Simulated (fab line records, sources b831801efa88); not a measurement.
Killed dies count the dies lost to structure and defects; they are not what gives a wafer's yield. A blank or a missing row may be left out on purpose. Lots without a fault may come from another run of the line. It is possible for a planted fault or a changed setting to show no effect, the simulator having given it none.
Struck lot and sound lot, side by side -- flow sky130 -- 15 steps out of a route of 708
Sound: wafers L455.1, L455.3, L455.4. Wafers struck: L466.1, L466.3, L466.6. The cause comes at the end.
Each step with rows lists, per side, the tool, then ch with its chambers, then its first start. Under that, the readings that differ: sound wafers -- struck wafers -- difference of the means -- sigmas: that difference in standard deviations of wafers without a fault.
alike: readings with means less than 2 such deviations apart, plus words and numbers identical on both sides. not compared: withheld readings, readings lacking a value on some wafer, bounds such as >300 that could conceal the same value, and numbers that have no deviation in the record and whose values overlap.
The two part at a step that has a row with sigmas, a row that says differs or no value, or rows on one side only. Non-overlapping numbers with no deviation appear without sigmas and do not part them. A reading missing from all wafers of one side parts the sides only when that side holds two or more wafers.

SKY_LOCAL_INTERCONNECT_CD_MEAS_11: the cd target is 170 nm.
  struck on cdSem-02, day 34 09:31; sound on cdSem-01, day 30 08:09
  alike: cdNm
SKY_LOCAL_INTERCONNECT_OVL_MEAS_12:
  struck on overlay-02, day 34 09:38; sound on overlay-01, day 30 08:16
  alike: LOCAL_INTERCONNECT_OVL
SKY_LOCAL_INTERCONNECT_ETCH_13: etches BARC in N2/H2, stops on SiO2, time 45.9 s, target depth 60 nm.
  sound on rieMetal-01 ch 0,1, day 30 08:19; struck on rieMetal-03 ch 0,1, day 34 09:40
  alike: drypumpMotorCurrentA, heBacksideLeakSccm, oesProductAu, throttleValvePct
  not compared: rfHoursCounterH
SKY_LOCAL_INTERCONNECT_METAL_ETCH_14: etches TiN in Cl2/BCl3, stops on PSG, target depth 110 nm, time 31.4 s.
  sound on rieMetal-01 ch 0,1, day 30 08:22; struck on rieMetal-03 ch 0,1, day 34 09:43
  alike: drypumpMotorCurrentA, heBacksideLeakSccm, oesProductAu, throttleValvePct
  not compared: rfHoursCounterH
SKY_LOCAL_INTERCONNECT_STRIP_15: strips in O2/N2.
  sound on plasmaAsher-01 ch 0,1, day 30 08:25; struck on plasmaAsher-02 ch 0, day 34 09:47
  alike: drypumpMotorCurrentA, oesProductAu, stripTimeToEndpointS
  not compared: rfHoursCounterH
then, 3 steps without rows for these wafers: SKY_LOCAL_INTERCONNECT_STRIP_16 (strips in post etch residue remover, time 1200 s); SKY_LOCAL_INTERCONNECT_CLEAN_17 (cleans in IPA, time 180 s); SKY_LOCAL_INTERCONNECT_CLEAN_18 (cleans in O3/DIW).
SKY_CONTACT_CVD_00: deposits Si3N4, target thk 75 nm.
  sound on pecvd-02 ch 0,2, day 30 09:01; struck on pecvd-01 ch 0,1,2, day 34 10:25
  alike: heaterPowerW
SKY_CONTACT_THK_MEAS_01:
  struck on filmMetro-04, day 34 10:27; sound on filmMetro-01, day 30 09:03
  alike: CONTACT_CVD_00_THK
then, 1 step without rows for these wafers: SKY_CONTACT_HDPCVD_02 (deposits SiO2, target thk 565 nm, time 94.2 s).
SKY_CONTACT_THK_MEAS_03:
  struck on filmMetro-02, day 34 10:34; sound on filmMetro-04, day 30 09:11
reading,sound,struck,difference,sigmas
CONTACT_HDPCVD_THK (nm),559 549 557,562 569 568,+11,+2
SKY_CONTACT_CMP_04: polishes SiO2.
  sound on cmp-02 ch 0,1,2, day 30 09:14; struck on cmp-01 ch 0,1,3, day 34 10:41
reading,sound,struck,difference,sigmas
headPressurePsi (psi),4.000 4.021 3.980,3.567 3.574 3.590,-0.423,-45
timeToEndpointS (s),79 74 76,89 88 95,+14,+4
  alike: motorCurrentA, retainingRingPressureFrac
SKY_CONTACT_BOW_MEAS_05:
  struck on filmMetro-02, day 34 10:56; sound on filmMetro-04, day 30 09:32
  alike: CONTACT_BOW
-- the record jumps here: 14 days lie between the struck wafers' starts before and after (it left off in module CONTACT and takes up again in module PAD_OPEN, whose first step shown is number 708 of the route) --
SKY_PAD_OPEN_PROBE_99:
  struck on prober-01, day 48 21:05; sound on prober-02, day 45 15:29
  alike: killed_at_M0_to_M3, killed_at_M4_up, killedAtContacts, killedAtFrontEnd, killedAtOther, killedDies, killedOpen, killedShort

WHERE THEY PART
First at SKY_CONTACT_THK_MEAS_03; last, within this record, at SKY_CONTACT_CMP_04. Later steps at which nothing parts them and some readings are alike: SKY_CONTACT_BOW_MEAS_05, SKY_PAD_OPEN_PROBE_99.

WHY: what the simulator had put in
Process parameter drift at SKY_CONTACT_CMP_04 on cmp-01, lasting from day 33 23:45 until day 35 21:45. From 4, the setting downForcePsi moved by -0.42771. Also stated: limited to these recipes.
